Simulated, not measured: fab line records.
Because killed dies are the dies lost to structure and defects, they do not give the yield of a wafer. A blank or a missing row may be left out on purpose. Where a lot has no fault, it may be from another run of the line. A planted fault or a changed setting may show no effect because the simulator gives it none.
8D (eight disciplines) problem report, filled in by code / flow gf180mcu / the parts of the form that need people (team, actions taken, sign-off) are left out

## 1. WHAT IS WRONG
Mean of oes_product_au at GF_POLY_GATE_ETCH_13: 0.790 a.u. across 4 wafers in 2 lots; on wafers with no fault it is 0.992 a.u. (standard deviation 0.0075). Relative to the usual mean, that is a shift of -27 standard deviations.
The step: etches poly-Si in HBr/Cl2, stops on SiO2, target depth 198.5 nm, time 69.6 s.
First observed at day 12 15:52: wafer L291.1, on rie_si-01. At this step, 33 wafers from 11 lots have a number in the record. By rule, "out" or "out of limits" means more than 4 standard deviations away from the usual mean. The other wafers with a number count as sound.

## 2. WHAT IT IS; WHAT IT IS NOT
question=which readings at this step | is=oes_product_au | is not=drypump_motor_current_A
question=which lots | is=L291, L295 | is not=L279, L281, L282, L283, L285, L292, L293, L297, L299
question=which wafers of those lots | is=L291.1, L291.3, L295.1, L295.3 | is not=L291.6, L295.2
question=read on which tools | is=rie_si-01 | is not=rie_si-02
question=when | is=from day 12 15:52 | is not=up to then (16 sound wafers); but 13 sound wafers of L292, L293, L295, L297, L299 came after

## 3. THE SUSPECTS, EACH WITH WHAT RULES IT OUT
Counting: if a tool at a process step up to the reading ran every lot that is out, it stays a suspect. Sound lots after the first of them don't rule it out here, since some wafers of a struck lot are sound.
- rie_si-01 at GF_POLY_GATE_ETCH_13 (etches poly-Si in HBr/Cl2, stops on SiO2, target depth 198.5 nm, time 69.6 s): kept. It processed each lot that is out (first: L291, day 12 15:52); up to then, its last sound lot is L285 (day 10 21:45). Out on those wafers are its own readings of oes_product_au.
Left after counting: rie_si-01 at GF_POLY_GATE_ETCH_13.

## 4. THE CAUSE (what the simulator had put in)
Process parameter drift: rie_si-01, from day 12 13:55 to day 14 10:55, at GF_POLY_GATE_ETCH_13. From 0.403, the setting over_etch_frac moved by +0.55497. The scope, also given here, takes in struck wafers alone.
Counting left only this tool.

## 5. THE EFFECT CHAIN, in route order
Each row: a reading where the mean over the struck wafers with a number is more than 3 standard deviations away from the usual. Readings are gone through only where the record gives a usual standard deviation; hours: the median, over the lots, of the time from a lot's start at the first step in this table giving one to that lot's start at this step; sigmas: the change measured in usual standard deviations.
hours=0; step=GF_POLY_GATE_ETCH_13; reading=oes_product_au; usual=0.992 a.u.; on struck wafers=0.790; change=-0.202; sigmas=-27
Here are the process steps it includes:
- GF_POLY_GATE_ETCH_13: etches poly-Si in HBr/Cl2, stops on SiO2, target depth 198.5 nm, time 69.6 s.
Later measuring or inspecting steps at which every struck wafer that the step has a row for has a number for every such reading, and none has moved that far: GF_HV_LDD_CD_MEAS_19.

## 6. HOW IT WOULD HAVE BEEN CAUGHT EARLIER
In this record the first reading out of limits was taken at day 12 15:52, 2 hours after the fault began at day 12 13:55.
